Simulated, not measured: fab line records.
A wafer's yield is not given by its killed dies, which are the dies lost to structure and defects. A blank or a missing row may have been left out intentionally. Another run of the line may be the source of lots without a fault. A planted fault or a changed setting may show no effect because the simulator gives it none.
Chamber matching || flow gf180mcu || GF_V5_ETCH_16 on rieDiel-03: 4 sister chambers
The step etches BARC in N2/H2. 4 wafers are shown with their chamber, then 11 later ones without.

## EACH WAFER AND ITS CHAMBER
{"wafer": "L089.1", "chamber": 2, "drypumpMotorCurrentA (A)": 6.6}
{"wafer": "L089.2", "chamber": 0, "drypumpMotorCurrentA (A)": 6.3}
{"wafer": "L089.3", "chamber": 1, "drypumpMotorCurrentA (A)": 5.3}
{"wafer": "L089.4", "chamber": 3, "drypumpMotorCurrentA (A)": 6.1}

## WAFERS WITH NO CHAMBER GIVEN
{"wafer": "L089.5", "drypumpMotorCurrentA (A)": 6.3}
{"wafer": "L089.6", "drypumpMotorCurrentA (A)": 5.4}
{"wafer": "L090.1", "drypumpMotorCurrentA (A)": 6.6}
{"wafer": "L090.2", "drypumpMotorCurrentA (A)": 5.3}
{"wafer": "L090.3", "drypumpMotorCurrentA (A)": 6.3}
{"wafer": "L090.4", "drypumpMotorCurrentA (A)": 6.1}
{"wafer": "L090.5", "drypumpMotorCurrentA (A)": 5.3}
{"wafer": "L090.6", "drypumpMotorCurrentA (A)": 6.6}
{"wafer": "L091.2", "drypumpMotorCurrentA (A)": 6.6}
{"wafer": "L091.3", "drypumpMotorCurrentA (A)": 6.1}
{"wafer": "L091.4", "drypumpMotorCurrentA (A)": 5.3}

## WHICH CHAMBER EACH ONE RAN IN
{"wafer": "L089.5", "from the rows above": 0, "in truth": 0}
{"wafer": "L089.6", "from the rows above": 1, "in truth": 1}
{"wafer": "L090.1", "from the rows above": 2, "in truth": 2}
{"wafer": "L090.2", "from the rows above": 1, "in truth": 1}
{"wafer": "L090.3", "from the rows above": 0, "in truth": 0}
{"wafer": "L090.4", "from the rows above": 3, "in truth": 3}
{"wafer": "L090.5", "from the rows above": 1, "in truth": 1}
{"wafer": "L090.6", "from the rows above": 2, "in truth": 2}
{"wafer": "L091.2", "from the rows above": 2, "in truth": 2}
{"wafer": "L091.3", "from the rows above": 3, "in truth": 3}
{"wafer": "L091.4", "from the rows above": 1, "in truth": 1}
Correct placement for 11 of the 11. Left unplaced by these rows: 0. Number placed wrongly: 0.
How it was worked out, from the rows above alone: a wafer's distance from a chamber is the root of the sum, over the readings, of the square of ((its reading less the chamber's mean) divided by the reading's scatter). The wafer belongs to the nearest chamber; if the next one is less than 2 further off, it can't be placed. For every chamber, the mean is computed from those of its wafers that are shown. The scatter: with one shown wafer a chamber, the root of the mean of the squares of how far each hidden wafer lies from its nearest shown one.
